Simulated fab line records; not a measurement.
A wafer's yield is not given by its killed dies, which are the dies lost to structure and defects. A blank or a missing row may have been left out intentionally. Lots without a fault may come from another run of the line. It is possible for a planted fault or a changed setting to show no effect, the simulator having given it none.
Struck lot and sound lot, side by side / flow sky130 / 16 out of 708 route steps
Sound: the wafers L714.1, L714.2, L714.3. The struck wafers were L734.1, L734.2, L734.3. At the end, the cause is stated.
Order at every step that has rows: each side's tool, ch and its chambers, its first start. Under that, the readings that differ: sound wafers / struck wafers / difference of the means / sigmas: that difference in standard deviations of wafers without a fault.
alike: readings with means less than 2 such deviations apart, plus words and numbers identical on both sides. not compared: withheld readings, readings lacking a value on some wafer, bounds such as >300 that could conceal the same value, and numbers that have no deviation in the record and whose values overlap.
A row with sigmas, a row that says differs or no value, or rows on one side alone: a step with any of these is where the two part. Non-overlapping numbers with no deviation appear without sigmas and do not part them. Lack of a reading on every wafer of one side parts them only where that side has two or more wafers.

first, 3 steps without rows for these wafers: SKY_FIELD_ISO_EXPOSE_10 (exposes mask FOM, target cd 150 nm); SKY_FIELD_ISO_PEB_11; SKY_FIELD_ISO_DEVELOP_12 (develop time 60 s).
SKY_FIELD_ISO_CD_MEAS_13: the cd target is 150 nm.
  struck on cd-sem-01, day 7 05:10; sound on cd-sem-02, day 2 22:31
  alike: cd-nm
SKY_FIELD_ISO_ETCH_14: etches BARC in N2/H2, stops on SiO2, time 45.9 s, target depth 60 nm.
  sound on rie-diel-04 ch 0,1,3, day 2 22:38; struck on rie-diel-01 ch 1,2,3, day 7 05:17
  alike: drypump-motor-current-A, oes-product-au, throttle-valve-pct
  not compared: rf-hours-counter-h
SKY_FIELD_ISO_ETCH_15: etches the open film in CHF3/O2, stops on Si, target depth 180 nm, time 72 s.
  sound on rie-diel-04 ch 0,1,3, day 2 22:40; struck on rie-diel-01 ch 1,2,3, day 7 05:19
  alike: drypump-motor-current-A, oes-product-au, throttle-valve-pct
  not compared: rf-hours-counter-h
SKY_FIELD_ISO_STRIP_16: strips in O2/N2.
  sound on plasma-asher-01 ch 0,1, day 2 22:44; struck on plasma-asher-04 ch 0,1, day 7 05:23
  alike: drypump-motor-current-A, oes-product-au, strip-time-to-endpoint-s
  not compared: rf-hours-counter-h
SKY_FIELD_ISO_ETCH_17: etches Si in HBr/Cl2/O2, target depth 342 nm, time 97.7 s.
  sound on rie-si-01 ch 0,1,2, day 2 22:50; struck on rie-si-01 ch 0,1,2, day 7 05:29
  alike: drypump-motor-current-A, oes-product-au, throttle-valve-pct
  not compared: rf-hours-counter-h
then, 4 steps without rows for these wafers: SKY_FIELD_ISO_WET_ETCH_18 (etches Si3N4 in H3PO4, target depth 25 nm, time 286 s); SKY_FIELD_ISO_CLEAN_19 (cleans in SC1/SC2, time 150 s); SKY_FIELD_ISO_CLEAN_20 (cleans in dHF, time 20 s); SKY_FIELD_ISO_WET_ETCH_21 (etches SiO2 in dHF, target depth 20 nm, time 400 s).
SKY_FIELD_ISO_OXIDATION_22: stabilise 600 s, purge 300 s, target thk 10 nm.
  sound on furnace-02 ch 0, day 2 23:11; struck on furnace-01 ch 0, day 7 05:50
reading=model.SiO2_of_FIELD_ISO_OXIDATION_22.thk-nm (nm); sound=9.783 9.812 9.874; struck=4.262 4.433 4.391; difference=-5.461; sigmas=
  alike: zone-power-bottom-pct, zone-power-centre-pct, zone-power-upper-pct
SKY_FIELD_ISO_THK_MEAS_23:
  struck on film-metro-03, day 7 07:01; sound on film-metro-01, day 3 00:22
reading=FIELD_ISO_OXIDATION_01_THK (nm); sound=9.80 9.77 9.86; struck=4.29 4.43 4.37; difference=-5.45; sigmas=-27
then, 1 step without rows for these wafers: SKY_FIELD_ISO_CVD_24 (deposits SiO2, target thk 595 nm, time 99.2 s).
-- a jump in the record: the struck wafers' starts before and after are 44 days apart (it breaks off in module FIELD_ISO and resumes in module PAD_OPEN, where the first step shown is number 708 of the route) --
SKY_PAD_OPEN_PROBE_99:
  struck on prober-02, day 51 02:41; sound on prober-02, day 47 01:11
reading=model.etest.diode-pdiff-fingers.leak-log10-a-cm2; sound=-6.649 -6.552 -6.748; struck=-6.301 -6.211 -5.946; difference=+0.497; sigmas=
  alike: killed_at_M0_to_M3, killed_at_M4_up, killed-at-contacts, killed-at-front-end, killed-at-other, killed-dies, killed-open, killed-short
  not compared: model.etest.diode-ndiff-fingers.leak-log10-a-cm2, model.etest.sram-nfet-pass.off-log10-a-um

WHERE THEY PART
Only at SKY_FIELD_ISO_THK_MEAS_23, as far as this record shows. Later steps at which nothing parts them and some readings are alike: SKY_PAD_OPEN_PROBE_99.

WHY: the cause the simulator had injected
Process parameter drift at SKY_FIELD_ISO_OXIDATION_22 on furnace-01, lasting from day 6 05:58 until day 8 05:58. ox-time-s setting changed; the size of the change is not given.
